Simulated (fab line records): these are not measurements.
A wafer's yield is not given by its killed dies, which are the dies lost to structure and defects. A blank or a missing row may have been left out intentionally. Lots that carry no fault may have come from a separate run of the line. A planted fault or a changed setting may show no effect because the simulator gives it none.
What tool caused it? + flow gf180mcu + 10 lots with 30 wafers sampled at 6 steps, on a route of 602 steps

## WHAT EACH GAUGE READ, for each wafer
GF_V5_CD_MEAS_14 targets a cd of 260 nm. Usual: cdNm at 260.1 nm, with a standard deviation of 1.2.
| lot  | measured     | on       | cdNm (nm)         | flag |
|------|--------------|----------|-------------------|------|
| L413 | day 27 01:08 | cdSem-01 | 260.4 261.3 260.3 |      |
| L414 | day 27 07:37 | cdSem-01 | 258.8 259.1 258.3 |      |
| L419 | day 29 03:55 | cdSem-01 | 259.8 259.4 259.0 |      |
| L421 | day 29 14:34 | cdSem-02 | 260.5 261.0 259.9 |      |
| L425 | day 30 18:02 | cdSem-01 | 258.7 258.2 258.5 |      |
| L430 | day 32 04:55 | cdSem-02 | 261.8 260.0 260.7 |      |
| L431 | day 32 10:16 | cdSem-02 | 260.7 259.0 259.9 |      |
| L432 | day 32 17:50 | cdSem-02 | 260.4 261.1 260.2 |      |
| L433 | day 32 22:41 | cdSem-02 | 260.3 258.9 259.9 |      |
| L434 | day 33 09:08 | cdSem-01 | 259.3 260.7 259.1 |      |

GF_TOP_METAL_RS_MEAS_05: uses a four-point probe to measure. Usual: TOP_METAL_ALCU_RS 0.0329 ohm/sq, standard deviation 0.00033.
| lot  | measured     | on           | TOP_METAL_ALCU_RS (ohm/sq) | flag |
|------|--------------|--------------|----------------------------|------|
| L413 | day 27 02:54 | filmMetro-01 | 0.0325 0.0327 0.0326       |      |
| L414 | day 27 09:22 | filmMetro-02 | 0.0331 0.0328 0.0333       |      |
| L419 | day 29 05:43 | filmMetro-01 | 0.0331 0.0332 0.0330       |      |
| L421 | day 29 16:19 | filmMetro-02 | 0.0329 0.0327 0.0330       |      |
| L425 | day 30 19:48 | filmMetro-03 | 0.0329 0.0331 0.0331       |      |
| L430 | day 32 06:45 | filmMetro-02 | 0.0325 0.0367 0.0362       | OFF  |
| L431 | day 32 12:01 | filmMetro-03 | 0.0330 0.0330 0.0332       |      |
| L432 | day 32 19:35 | filmMetro-02 | 0.0371 0.0333 0.0335       | OFF  |
| L433 | day 33 00:26 | filmMetro-02 | 0.0333 0.0370 0.0330       | OFF  |
| L434 | day 33 10:54 | filmMetro-01 | 0.0324 0.0323 0.0320       |      |

GF_TOP_METAL_THK_MEAS_06: measures by xrf. Usual: TOP_METAL_ALCU_THK 890 nm, standard deviation 12.
| lot  | measured     | on           | TOP_METAL_ALCU_THK (nm) | flag |
|------|--------------|--------------|-------------------------|------|
| L413 | day 27 03:01 | filmMetro-01 | 891 884 886             |      |
| L414 | day 27 09:29 | filmMetro-02 | 888 896 883             |      |
| L419 | day 29 05:50 | filmMetro-01 | 886 887 886             |      |
| L421 | day 29 16:26 | filmMetro-02 | 897 901 891             |      |
| L425 | day 30 19:55 | filmMetro-03 | 880 876 872             |      |
| L430 | day 32 06:52 | filmMetro-02 | 908 803 818             | OFF  |
| L431 | day 32 12:08 | filmMetro-03 | 884 879 873             |      |
| L432 | day 32 19:41 | filmMetro-02 | 802 889 886             |      |
| L433 | day 33 00:32 | filmMetro-02 | 891 802 891             |      |
| L434 | day 33 11:01 | filmMetro-01 | 912 911 919             |      |

## WHICH TOOL RAN EACH LOT (tool, then ch and the chambers of the sampled wafers, then the start)
| lot  | GF_V5_ETCH_16                     | GF_V5_SPUTTER_21            | GF_TOP_METAL_SPUTTER_02     |
|------|-----------------------------------|-----------------------------|-----------------------------|
| L413 | rieDiel-03 ch 0,1,3, day 27 01:18 | pvdSputter-04, day 27 01:59 | pvdSputter-01, day 27 02:49 |
| L414 | rieDiel-01 ch 1,3, day 27 07:46   | pvdSputter-04, day 27 08:28 | pvdSputter-02, day 27 09:17 |
| L419 | rieDiel-02 ch 0,1,2, day 29 04:05 | pvdSputter-03, day 29 04:47 | pvdSputter-02, day 29 05:37 |
| L421 | rieDiel-02 ch 0,1,3, day 29 14:42 | pvdSputter-04, day 29 15:23 | pvdSputter-02, day 29 16:13 |
| L425 | rieDiel-02 ch 0,1,2, day 30 18:12 | pvdSputter-03, day 30 18:53 | pvdSputter-02, day 30 19:43 |
| L430 | rieDiel-03 ch 1,2, day 32 05:04   | pvdSputter-01, day 32 05:50 | pvdSputter-02, day 32 06:40 |
| L431 | rieDiel-03 ch 1,2, day 32 10:25   | pvdSputter-03, day 32 11:07 | pvdSputter-03, day 32 11:56 |
| L432 | rieDiel-02 ch 2,3, day 32 17:57   | pvdSputter-03, day 32 18:38 | pvdSputter-02, day 32 19:28 |
| L433 | rieDiel-02 ch 0,1,2, day 32 22:48 | pvdSputter-03, day 32 23:29 | pvdSputter-02, day 33 00:19 |
| L434 | rieDiel-02 ch 1,2,3, day 33 09:18 | pvdSputter-01, day 33 09:59 | pvdSputter-03, day 33 10:49 |
- GF_V5_ETCH_16: etches BARC in N2/H2.
- GF_V5_SPUTTER_21: material Ti, target thk 15 nm, time 80.02 s.
- GF_TOP_METAL_SPUTTER_02: material AlCu, target thk 900 nm, time 47.82 s.

## AS READ BY THE TOOLS THEMSELVES (means over the sampled wafers that have a number; for cases with no such wafer, the mark the record gives instead)
GF_V5_ETCH_16. Usual: drypumpMotorCurrentA 5.6 A, standard deviation 0.36; oesProductAu 0.854 a.u., standard deviation 0.0043; throttleValvePct 13.225 %, standard deviation 0.0083.
| lot  | tool       | drypumpMotorCurrentA (A) | oesProductAu (a.u.) | throttleValvePct (%) | flag |
|------|------------|--------------------------|---------------------|----------------------|------|
| L413 | rieDiel-03 | 5.3                      | 0.850               | 13.229               |      |
| L414 | rieDiel-01 | 5.4                      | 0.856               | 13.226               |      |
| L419 | rieDiel-02 | 5.9                      | 0.856               | 13.228               |      |
| L421 | rieDiel-02 | 5.8                      | 0.852               | 13.226               |      |
| L425 | rieDiel-02 | 6.0                      | 0.858               | 13.232               |      |
| L430 | rieDiel-03 | 5.2                      | 0.859               | 13.228               |      |
| L431 | rieDiel-03 | 5.2                      | 0.853               | 13.230               |      |
| L432 | rieDiel-02 | 5.7                      | 0.856               | 13.233               |      |
| L433 | rieDiel-02 | 6.0                      | 0.851               | 13.226               |      |
| L434 | rieDiel-02 | 5.8                      | 0.859               | 13.224               |      |

GF_V5_SPUTTER_21. Usual: throttleValvePct at 30.3 %, with a standard deviation of 0.96.
| lot  | tool          | throttleValvePct (%) | flag |
|------|---------------|----------------------|------|
| L413 | pvdSputter-04 | 30.3                 |      |
| L414 | pvdSputter-04 | 30.4                 |      |
| L419 | pvdSputter-03 | 30.9                 |      |
| L421 | pvdSputter-04 | 30.2                 |      |
| L425 | pvdSputter-03 | 30.7                 |      |
| L430 | pvdSputter-01 | 30.5                 |      |
| L431 | pvdSputter-03 | 31.3                 |      |
| L432 | pvdSputter-03 | 30.6                 |      |
| L433 | pvdSputter-03 | 30.6                 |      |
| L434 | pvdSputter-01 | 30.3                 |      |

GF_TOP_METAL_SPUTTER_02. Usual: throttleValvePct at 30.2 %, with a standard deviation of 0.84.
| lot  | tool          | throttleValvePct (%) | flag |
|------|---------------|----------------------|------|
| L413 | pvdSputter-01 | 30.2                 |      |
| L414 | pvdSputter-02 | 30.4                 |      |
| L419 | pvdSputter-02 | 30.0                 |      |
| L421 | pvdSputter-02 | 30.0                 |      |
| L425 | pvdSputter-02 | 30.0                 |      |
| L430 | pvdSputter-02 | 30.4                 |      |
| L431 | pvdSputter-03 | 30.7                 |      |
| L432 | pvdSputter-02 | 30.0                 |      |
| L433 | pvdSputter-02 | 29.5                 |      |
| L434 | pvdSputter-03 | 29.9                 |      |

## THE ANSWER, worked out from the rows above alone
Rule: lot off if the mean of its wafers having a number is beyond 3 standard deviations from the usual mean. A lot without any number at a reading at which 4 lots or more have one is off too. Where the step has rows for the other lots, those lots are counted as sound. The gauges are gone through in route order, then the tools' own readings, and for those a lot's mean is taken as printed above. At the first step where some lot is off, the reading lying furthest off is the one used; lots without a number count as furthest.
Off: L430, L432, L433, seen at GF_TOP_METAL_RS_MEAS_05 (TOP_METAL_ALCU_RS).
A tool fits if, at a process step before that reading, it ran every lot that is off, and no sound lot after the first of them. The gauges at GF_TOP_METAL_RS_MEAS_05 are tried like those tools. This does not decide it: 2 tools fit, namely pvdSputter-02 at GF_TOP_METAL_SPUTTER_02 and filmMetro-02 at GF_TOP_METAL_RS_MEAS_05.

## WHAT THE SIMULATOR HAD PUT IN
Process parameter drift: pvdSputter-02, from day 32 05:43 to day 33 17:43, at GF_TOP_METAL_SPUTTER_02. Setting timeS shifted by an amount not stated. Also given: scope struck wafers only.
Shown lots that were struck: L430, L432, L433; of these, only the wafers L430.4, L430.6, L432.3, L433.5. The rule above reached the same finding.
